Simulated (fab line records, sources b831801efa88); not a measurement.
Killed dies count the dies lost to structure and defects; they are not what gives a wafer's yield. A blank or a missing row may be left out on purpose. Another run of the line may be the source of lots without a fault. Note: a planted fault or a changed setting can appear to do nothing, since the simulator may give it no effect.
Which tool was responsible?	flow sky130	12 lots with 36 wafers sampled at 5 steps, on a route of 708 steps

WHAT THE GAUGES READ, wafer by wafer
Not one reading of a measure or inspect step in the record can be checked against a usual standard deviation.

WHAT TOOL EACH LOT RAN ON (gives the tool, then ch and the chambers of the sampled wafers, and finally the start)
lot	SKY_POLY_GATE_ETCH_15	SKY_POLY_GATE_ETCH_17	SKY_POLY_CUT_SOFTBAKE_04	SKY_RES_XHIGH_STRIP_08	SKY_PAD_OPEN_PROBE_99
L835	rieDiel-03 ch 1,2,3, day 16 22:15	rieSi-01 ch 0,1,2, day 16 22:26	lithoTrack-04 ch 0, day 24 01:00	plasmaAsher-01 ch 0,1, day 27 04:01	-
L834	rieDiel-03 ch 0,2,3, day 16 22:40	rieSi-02 ch 0,3, day 16 22:51	lithoTrack-04 ch 0, day 24 04:00	plasmaAsher-03 ch 0,1, day 27 07:19	-
L836	rieDiel-03 ch 1,2, day 17 02:19	rieSi-02 ch 1,2, day 17 02:30	lithoTrack-02 ch 0, day 24 10:00	plasmaAsher-03 ch 0, day 27 12:20	-
L837	rieDiel-01 ch 0,2,3, day 17 05:39	rieSi-02 ch 2,3, day 17 05:50	lithoTrack-04 ch 0, day 24 11:00	plasmaAsher-03 ch 0,1, day 27 13:36	-
L838	rieDiel-03 ch 0,2,3, day 17 10:24	rieSi-02 ch 0,2,3, day 17 10:35	lithoTrack-04 ch 0, day 24 17:00	plasmaAsher-03 ch 0,1, day 27 20:24	-
L839	rieDiel-03 ch 2,3, day 17 23:34	rieSi-01 ch 0,1,3, day 17 23:44	lithoTrack-02 ch 0, day 25 06:00	plasmaAsher-01 ch 0,1, day 28 08:50	-
L843	rieDiel-01 ch 1,2, day 20 09:31	rieSi-01 ch 0,1,3, day 20 09:42	lithoTrack-02 ch 0, day 27 14:00	plasmaAsher-03 ch 0,1, day 30 16:52	prober-01, day 48 14:10
L846	rieDiel-03 ch 0,1, day 21 01:36	rieSi-02 ch 0,3, day 21 01:47	lithoTrack-02 ch 0, day 28 04:00	plasmaAsher-01 ch 0,1, day 31 04:46	prober-01, day 49 00:16
L849	rieDiel-03 ch 0,1,2, day 21 21:19	rieSi-01 ch 1,2,3, day 21 21:30	lithoTrack-04 ch 0, day 28 22:00	plasmaAsher-01 ch 0,1, day 31 22:50	-
L852	rieDiel-04 ch 0,1, day 22 22:21	rieSi-02 ch 0,1,3, day 22 22:32	lithoTrack-03 ch 0, day 29 22:00	plasmaAsher-04 ch 0, day 32 21:20	-
L856	rieDiel-04 ch 0,1,2, day 24 10:16	rieSi-02 ch 0,2,3, day 24 10:27	lithoTrack-02 ch 0, day 31 08:00	plasmaAsher-03 ch 0,1, day 34 06:51	-
L857	rieDiel-03 ch 1,2,3, day 24 15:57	rieSi-01 ch 2,3, day 24 16:08	lithoTrack-02 ch 0, day 31 13:00	plasmaAsher-04 ch 0,1, day 34 10:10	-
- SKY_POLY_GATE_ETCH_15: etches BARC in N2/H2, stops on SiO2, time 118.5 s, target depth 110 nm.
- SKY_POLY_GATE_ETCH_17: etches poly-Si in HBr/Cl2, stops on SiO2, target depth 180 nm, time 70.5 s.
- SKY_POLY_CUT_SOFTBAKE_04: time 90 s.
- SKY_RES_XHIGH_STRIP_08: strips in O2/N2.
- SKY_PAD_OPEN_PROBE_99

AS READ BY THE TOOLS THEMSELVES (means over the sampled wafers that have a number; for cases with no such wafer, the mark the record gives instead)
SKY_POLY_GATE_ETCH_15. Usual: drypumpMotorCurrentA 5.6 A, standard deviation 0.49; oesProductAu 0.716 a.u., standard deviation 0.0046; throttleValvePct 13.213 %, standard deviation 0.0088.
lot	tool	drypumpMotorCurrentA (A)	oesProductAu (a.u.)	throttleValvePct (%)	flag
L835	rieDiel-03	5.3	0.715	13.208	
L834	rieDiel-03	5.3	0.717	13.210	
L836	rieDiel-03	5.3	0.714	13.209	
L837	rieDiel-01	5.5	0.715	13.217	
L838	rieDiel-03	5.3	0.719	13.209	
L839	rieDiel-03	5.1	0.713	13.213	
L843	rieDiel-01	5.3	0.718	13.218	
L846	rieDiel-03	5.8	0.719	13.225	
L849	rieDiel-03	5.5	0.711	13.217	
L852	rieDiel-04	5.6	0.712	13.208	
L856	rieDiel-04	5.6	0.717	13.214	
L857	rieDiel-03	5.3	0.711	13.213	

SKY_POLY_GATE_ETCH_17. Usual: drypumpMotorCurrentA 5.82 A, standard deviation 0.21; oesProductAu 0.986 a.u., standard deviation 0.0079; throttleValvePct 33.686 %, standard deviation 0.0084.
lot	tool	drypumpMotorCurrentA (A)	oesProductAu (a.u.)	throttleValvePct (%)	flag
L835	rieSi-01	5.93	0.983	33.689	
L834	rieSi-02	5.91	0.992	33.690	
L836	rieSi-02	5.49	0.987	33.685	
L837	rieSi-02	5.56	0.980	33.677	
L838	rieSi-02	5.76	0.988	33.690	
L839	rieSi-01	5.97	0.992	33.680	
L843	rieSi-01	5.98	0.989	33.691	
L846	rieSi-02	5.96	0.989	33.679	
L849	rieSi-01	5.90	0.984	33.686	
L852	rieSi-02	5.84	0.983	33.686	
L856	rieSi-02	5.74	0.988	33.687	
L857	rieSi-01	5.78	0.977	33.693	

SKY_POLY_CUT_SOFTBAKE_04. Usual: exhaustPa 44.8 Pa, standard deviation 0.87; runLengthS 119.10 s, standard deviation 0.2.
lot	tool	exhaustPa (Pa)	runLengthS (s)	flag
L835	lithoTrack-04	43.9	118.88	
L834	lithoTrack-04	45.5	118.86	
L836	lithoTrack-02	43.7	119.12	
L837	lithoTrack-04	44.5	118.84	
L838	lithoTrack-04	44.4	118.93	
L839	lithoTrack-02	45.2	119.15	
L843	lithoTrack-02	44.6	124.42	OFF
L846	lithoTrack-02	44.7	124.48	OFF
L849	lithoTrack-04	44.4	118.94	
L852	lithoTrack-03	45.0	119.36	
L856	lithoTrack-02	45.6	119.14	
L857	lithoTrack-02	44.8	119.10	

SKY_RES_XHIGH_STRIP_08. Usual: drypumpMotorCurrentA 5.3 A, standard deviation 0.32; oesProductAu 0.711 a.u., standard deviation 0.0045; stripTimeToEndpointS 14.27 s, standard deviation 0.045.
lot	tool	drypumpMotorCurrentA (A)	oesProductAu (a.u.)	stripTimeToEndpointS (s)	flag
L835	plasmaAsher-01	5.5	0.708	14.26	
L834	plasmaAsher-03	5.2	0.714	14.23	
L836	plasmaAsher-03	5.2	0.711	14.25	
L837	plasmaAsher-03	5.3	0.710	14.27	
L838	plasmaAsher-03	5.2	0.713	14.24	
L839	plasmaAsher-01	5.5	0.709	14.22	
L843	plasmaAsher-03	5.2	0.711	14.30	
L846	plasmaAsher-01	5.1	0.712	14.32	
L849	plasmaAsher-01	5.1	0.711	14.28	
L852	plasmaAsher-04	5.5	0.713	14.26	
L856	plasmaAsher-03	5.2	0.708	14.23	
L857	plasmaAsher-04	5.5	0.709	14.21	

SKY_PAD_OPEN_PROBE_99. Usual: killed_at_M0_to_M3 43, standard deviation 7.2; killed_at_M4_up 3.1, standard deviation 1.8; killedAtContacts 24, standard deviation 5.4; killedAtFrontEnd 15, standard deviation 4.4; killedAtOther 0.4, standard deviation 0.56; killedDies 86, standard deviation 9.3; killedOpen 47, standard deviation 6.9; killedShort 39, standard deviation 6.6.
lot	tool	killed_at_M0_to_M3	killed_at_M4_up	killedAtContacts	killedAtFrontEnd	killedAtOther	killedDies	killedOpen	killedShort	flag
L843	prober-01	43	2.7	34	13	0.3	92	54	37	
L846	prober-01	36	2.3	25	18	1.0	82	46	34	

THE ANSWER, worked out from the rows above alone
Rule: lot off if the mean of its wafers having a number is beyond 3 standard deviations from the usual mean. A lot without any number at a reading at which 4 lots or more have one is off too. The other lots that the step has rows for count as sound. First the gauges in route order, then the tools' own readings, where a lot's mean is used as printed above. The first step at which some lot is off is used, and at that step the reading that is off furthest; a lot without a number counts as furthest.
Off: L843, L846, at SKY_POLY_CUT_SOFTBAKE_04 (runLengthS).
If a tool, at that step or one of the process steps before it, ran each lot that is off and ran no sound lot following the first of them, it fits. No candidate that was tried fits.

WHAT HAD BEEN PUT IN BY THE SIMULATOR
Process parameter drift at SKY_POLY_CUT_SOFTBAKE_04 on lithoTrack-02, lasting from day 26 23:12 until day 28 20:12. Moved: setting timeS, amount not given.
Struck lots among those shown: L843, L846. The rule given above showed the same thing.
